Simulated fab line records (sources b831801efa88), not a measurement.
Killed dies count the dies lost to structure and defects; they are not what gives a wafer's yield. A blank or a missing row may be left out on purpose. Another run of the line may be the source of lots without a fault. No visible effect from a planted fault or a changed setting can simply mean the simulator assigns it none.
A struck lot beside a sound one + flow sky130 + 14 steps out of a route of 708
Sound: wafers L614.1, L614.3, L614.4. Struck: wafers L631.2, L631.4, L631.5. At the end, the cause is stated.
For every step that has rows: the tool of each side, followed by ch and its chambers, followed by its first start. Under that, the readings that differ: sound wafers + struck wafers + difference of the means + sigmas: that difference in standard deviations of wafers without a fault.
alike: readings with means less than 2 such deviations apart, plus words and numbers identical on both sides. not compared: withheld readings, readings lacking a value on some wafer, bounds such as >300 that could conceal the same value, and numbers that have no deviation in the record and whose values overlap.
A row with sigmas, a row that says differs or no value, or rows on one side alone: a step with any of these is where the two part. Non-overlapping numbers with no deviation appear without sigmas and do not part them. A reading that every wafer of one side lacks parts them only if that side has two wafers or more.

SKY_NWELL_TW_MEAS_26:
  sound on film-metro-01 at day 5 07:30; struck on film-metro-03 at day 9 16:10
  alike: NWELL_2_TW
then, 1 step without rows for these wafers: SKY_NWELL_CLEAN_27 (cleans in SC1/SC2, time 150 s).
SKY_NWELL_RTA_28: time 30 s.
  sound on rtp-anneal-02 ch 0, day 5 07:37; struck on rtp-anneal-01 ch 0, day 9 16:16
  alike: anneal-temp-c-max, lamp-power-pct, wafer_temp_C_max
SKY_NWELL_RS_MEAS_29: the measuring method here is four-point-probe.
  sound on film-metro-01 at day 5 07:43; struck on film-metro-01 at day 9 16:23
  alike: NWELL_RS
SKY_NWELL_RS_MEAS_31: the measuring method here is four-point-probe.
  sound on film-metro-01 at day 5 07:57; struck on film-metro-01 at day 9 16:37
  alike: PWDE_RS
then, 6 steps without rows for these wafers: SKY_VT_ADJUST_HVTP_DEHYDRATE_00 (time 60 s); SKY_VT_ADJUST_HVTP_HMDS_01 (prime time 60 s); SKY_VT_ADJUST_HVTP_COAT_02 (resist thk 1140 nm); SKY_VT_ADJUST_HVTP_SOFTBAKE_03 (time 60 s); SKY_VT_ADJUST_HVTP_EXPOSE_04 (exposes mask HVTPM, target cd 380 nm); SKY_VT_ADJUST_HVTP_PEB_05.
SKY_VT_ADJUST_HVTP_DEVELOP_06: develop time 60 s.
  sound on litho-track-03 ch 0, day 6 00:26; struck on litho-track-03 ch 0, day 10 14:54
| reading              | sound             | struck            | difference | sigmas |
|----------------------|-------------------|-------------------|------------|--------|
| developer-temp-C (C) | 22.97 22.85 22.95 | 21.87 22.13 22.05 | -0.91      | -9     |
SKY_VT_ADJUST_HVTP_CD_MEAS_07: target cd 380 nm.
  sound on cd-sem-01 at day 6 00:35; struck on cd-sem-02 at day 10 15:03
  alike: cd-nm
-- record jumps: 39 days separate the struck wafers' starts on either side; left off in module VT_ADJUST_HVTP, taken up again in module PAD_OPEN, whose first shown step is the route's number 708 --
SKY_PAD_OPEN_PROBE_99:
  sound on prober-02 at day 46 01:38; struck on prober-01 at day 49 17:04
  alike: killed_at_M0_to_M3, killed_at_M4_up, killed-at-contacts, killed-at-front-end, killed-at-other, killed-dies, killed-open, killed-short

== WHERE THEY PART ==
Within this record, at SKY_VT_ADJUST_HVTP_DEVELOP_06 only. Later steps at which nothing parts them and some readings are alike: SKY_VT_ADJUST_HVTP_CD_MEAS_07, SKY_PAD_OPEN_PROBE_99.

WHY: whatever the simulator had introduced
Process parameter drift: litho-track-03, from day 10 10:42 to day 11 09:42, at SKY_VT_ADJUST_HVTP_DEVELOP_06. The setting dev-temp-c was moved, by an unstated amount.
